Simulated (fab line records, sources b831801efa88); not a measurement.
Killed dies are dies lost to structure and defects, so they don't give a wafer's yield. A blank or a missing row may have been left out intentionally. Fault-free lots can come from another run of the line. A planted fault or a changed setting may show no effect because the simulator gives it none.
Matching of chambers / flow sky130 / SKY_LI_CONTACT_CMP_02 on cmp-02: 4 sister chambers
The step polishes PSG. 4 wafers are shown with their chamber, then 6 later ones without.

## WAFERS WITH THEIR CHAMBER
wafer=L851.1; chamber=2; motor_current_A (A)=12.7
wafer=L851.6; chamber=0; motor_current_A (A)=10.5
wafer=L853.1; chamber=3; motor_current_A (A)=11.5
wafer=L853.3; chamber=1; motor_current_A (A)=12.1

## WAFERS WITH NO CHAMBER GIVEN
wafer=L853.5; motor_current_A (A)=11.7
wafer=L856.4; motor_current_A (A)=10.2
wafer=L856.5; motor_current_A (A)=11.9
wafer=L859.4; motor_current_A (A)=12.1
wafer=L859.5; motor_current_A (A)=10.8
wafer=L859.6; motor_current_A (A)=12.0

## WHICH CHAMBER EACH WENT THROUGH
wafer=L853.5; from the rows above=can't be placed: 3 or 1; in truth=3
wafer=L856.4; from the rows above=0; in truth=0
wafer=L856.5; from the rows above=can't be placed: 1 or 3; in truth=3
wafer=L859.4; from the rows above=1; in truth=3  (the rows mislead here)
wafer=L859.5; from the rows above=can't be placed: 0 or 3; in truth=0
wafer=L859.6; from the rows above=can't be placed: 1 or 3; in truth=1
Correct placement for 1 of the 6. Unplaceable from these rows: 4, with the true chamber sitting among the candidates in 4. Number placed wrongly: 1.
How it was worked out, from the rows above alone: a wafer's distance from a chamber is the root of the sum, over the readings, of the square of ((its reading less the chamber's mean) divided by the reading's scatter). If the next closest chamber is less than 2 further off than the closest, the wafer can't be placed; otherwise it belongs to the closest. A chamber's mean is the mean of its shown wafers. The scatter: root of mean squared gap, hidden wafer to nearest shown wafer, with one shown wafer a chamber.
